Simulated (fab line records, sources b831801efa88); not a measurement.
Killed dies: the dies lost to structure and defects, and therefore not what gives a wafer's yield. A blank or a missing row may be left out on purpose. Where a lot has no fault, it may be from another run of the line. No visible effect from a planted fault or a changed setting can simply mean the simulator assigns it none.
Which tool was responsible? -- flow gf180mcu -- 13 lots, 37 wafers sampled, at 5 steps of a route of 602

== WHAT THE GAUGES SHOWED, per wafer ==
GF_MVPSD_OVL_MEAS_07. Usual: MVPSD_OVL -1.0 nm, standard deviation 1.5.
lot,measured,on,MVPSD_OVL (nm),flag
L858,day 5 04:35,overlay-01,-1.2 -0.5 -1.1,
L859,day 5 12:33,overlay-01,0.0 1.3 -1.4,
L860,day 5 20:02,overlay-01,-0.4 -0.3 -2.0,
L861,day 5 22:35,overlay-01,-1.4 -2.4 -2.0,
L866,day 7 04:32,overlay-02,-5.6 -2.0,
L867,day 7 09:34,overlay-02,0.0 1.1 1.0,
L868,day 7 13:28,overlay-01,-2.9 0.0,
L872,day 8 19:58,overlay-02,-4.5 -2.4 -1.9,
L875,day 9 10:48,overlay-02,-0.4 -0.2 -1.0,
L876,day 9 18:55,overlay-02,-1.5 -2.3 -1.5,
L877,day 10 02:01,overlay-02,2.4 1.1 -0.9,
L879,day 10 12:35,overlay-02,-1.0 -0.5 -3.2,
L880,day 10 16:06,overlay-02,-2.5 -2.4 0.1,

GF_MVPSD_TW_MEAS_11. Usual: MVPSD_TW 548, standard deviation 7.5.
lot,measured,on,MVPSD_TW,flag
L858,day 5 05:01,film-metro-04,555 558 559,
L859,day 5 12:59,film-metro-03,540 545 541,
L860,day 5 20:28,film-metro-03,541 542 539,
L861,day 5 23:01,film-metro-03,543 541 539,
L866,day 7 04:58,film-metro-01,558 554,
L867,day 7 10:00,film-metro-04,558 557 555,
L868,day 7 13:55,film-metro-03,540 542,
L872,day 8 20:25,film-metro-04,556 557 557,
L875,day 9 11:14,film-metro-03,537 535 538,
L876,day 9 19:21,film-metro-03,538 535 538,
L877,day 10 02:28,film-metro-04,554 557 554,
L879,day 10 13:01,film-metro-01,556 552 554,
L880,day 10 16:32,film-metro-01,555 555 553,

GF_VT_IMPLANT_TW_MEAS_32. Usual: VT_IMPLANT_3_TW 266.6, standard deviation 2.5.
lot,measured,on,VT_IMPLANT_3_TW,flag
L858,day 6 23:17,film-metro-03,263.6 263.8 262.7,
L859,day 7 09:11,film-metro-02,269.2 266.5 267.5,
L860,day 7 17:28,film-metro-01,268.5 269.5 271.0,
L861,day 7 19:35,film-metro-03,263.6 262.1 260.6,
L866,day 9 05:10,film-metro-02,267.5 267.0,
L867,day 9 09:48,film-metro-01,267.9 268.8 266.9,
L868,day 9 14:28,film-metro-02,266.1 267.3,
L872,day 11 00:57,film-metro-02,269.5 267.3 266.8,
L875,day 11 19:32,film-metro-01,268.4 269.4 269.5,
L876,day 12 03:02,film-metro-01,266.9 268.6 268.6,
L877,day 12 10:50,film-metro-02,265.8 266.8 265.9,
L879,day 12 22:53,film-metro-02,265.7 266.6 267.2,
L880,day 13 02:11,film-metro-02,266.5 268.8 268.3,

GF_PASSIVATION_THK_MEAS_01. Usual: PASSIVATION_CVD_00_THK 996 nm, standard deviation 12.
lot,measured,on,PASSIVATION_CVD_00_THK (nm),flag
L858,day 28 01:29,film-metro-01,993 990 1004,
L859,day 28 15:10,film-metro-01,977 998 1007,
L860,day 28 23:07,film-metro-04,981 1013 1000,
L861,day 29 07:29,film-metro-01,990 984 1011,
L866,day 30 15:01,film-metro-01,984 1001 983 1002,
L867,day 31 02:08,film-metro-01,994 1003 993,
L868,day 31 04:25,film-metro-03,1010 1005 1010 1006,
L872,day 32 15:22,film-metro-03,999 1011 1002,
L875,day 33 07:54,film-metro-04,991 990 1012,
L876,day 33 15:42,film-metro-03,993 1004 1006,
L877,day 33 21:28,film-metro-04,1015 1007 998,
L879,day 34 03:10,film-metro-04,985 1013 1013,
L880,day 34 10:56,film-metro-03,995 1005 985,

== WHAT TOOL EACH LOT RAN ON (gives the tool, then ch and the chambers of the sampled wafers, and finally the start) ==
lot,GF_VT_IMPLANT_SOFTBAKE_14
L858,"litho-track-03 ch 0, day 6 01:08"
L859,"litho-track-03 ch 0, day 6 10:12"
L860,"litho-track-03 ch 0, day 6 18:33"
L861,"litho-track-03 ch 0, day 6 20:27"
L866,"litho-track-02 ch 0, day 8 04:56"
L867,"litho-track-02 ch 0, day 8 08:49"
L868,"litho-track-02 ch 0, day 8 13:58"
L872,"litho-track-03 ch 0, day 9 21:18"
L875,"litho-track-01 ch 0, day 10 14:38"
L876,"litho-track-01 ch 0, day 10 22:24"
L877,"litho-track-01 ch 0, day 11 05:30"
L879,"litho-track-03 ch 0, day 11 16:48"
L880,"litho-track-02 ch 0, day 11 20:40"
- GF_VT_IMPLANT_SOFTBAKE_14: time 60 s.

== AS READ BY THE TOOLS THEMSELVES (means over the sampled wafers that have a number; for cases with no such wafer, the mark the record gives instead) ==
GF_VT_IMPLANT_SOFTBAKE_14. Usual: chill-plate-temp-C 23.02 C, standard deviation 0.1; run-length-s 89.26 s, standard deviation 0.15.
lot,tool,chill-plate-temp-C (C),run-length-s (s),flag
L858,litho-track-03,22.88,89.43,
L859,litho-track-03,22.97,89.43,
L860,litho-track-03,22.97,89.43,
L861,litho-track-03,23.04,89.30,
L866,litho-track-02,23.08,93.25,OFF
L867,litho-track-02,22.98,94.66,OFF
L868,litho-track-02,23.05,93.38,OFF
L872,litho-track-03,23.08,89.35,
L875,litho-track-01,23.06,89.10,
L876,litho-track-01,23.00,89.25,
L877,litho-track-01,23.21,89.20,
L879,litho-track-03,22.93,89.40,
L880,litho-track-02,23.11,89.31,

== THE ANSWER, worked out from the rows above alone ==
Rule: lot off if the mean of its wafers having a number is beyond 3 standard deviations from the usual mean. Also off: a lot with no number at a reading for which 4 or more lots have one. Any other lot the step has rows for is counted as sound. Order of review: gauges by route order, followed by the tools' own readings, for which a lot's mean as printed above is used. The first step at which some lot is off is used, and at that step the reading that is off furthest; a lot without a number counts as furthest.
Off: L866, L867, L868, at GF_VT_IMPLANT_SOFTBAKE_14 (run-length-s).
A tool fits if, at that step or a process step before it, it ran every lot that is off, and no sound lot after the first of them. Not one of the candidates tried fits.

== WHAT THE SIMULATOR PUT IN ==
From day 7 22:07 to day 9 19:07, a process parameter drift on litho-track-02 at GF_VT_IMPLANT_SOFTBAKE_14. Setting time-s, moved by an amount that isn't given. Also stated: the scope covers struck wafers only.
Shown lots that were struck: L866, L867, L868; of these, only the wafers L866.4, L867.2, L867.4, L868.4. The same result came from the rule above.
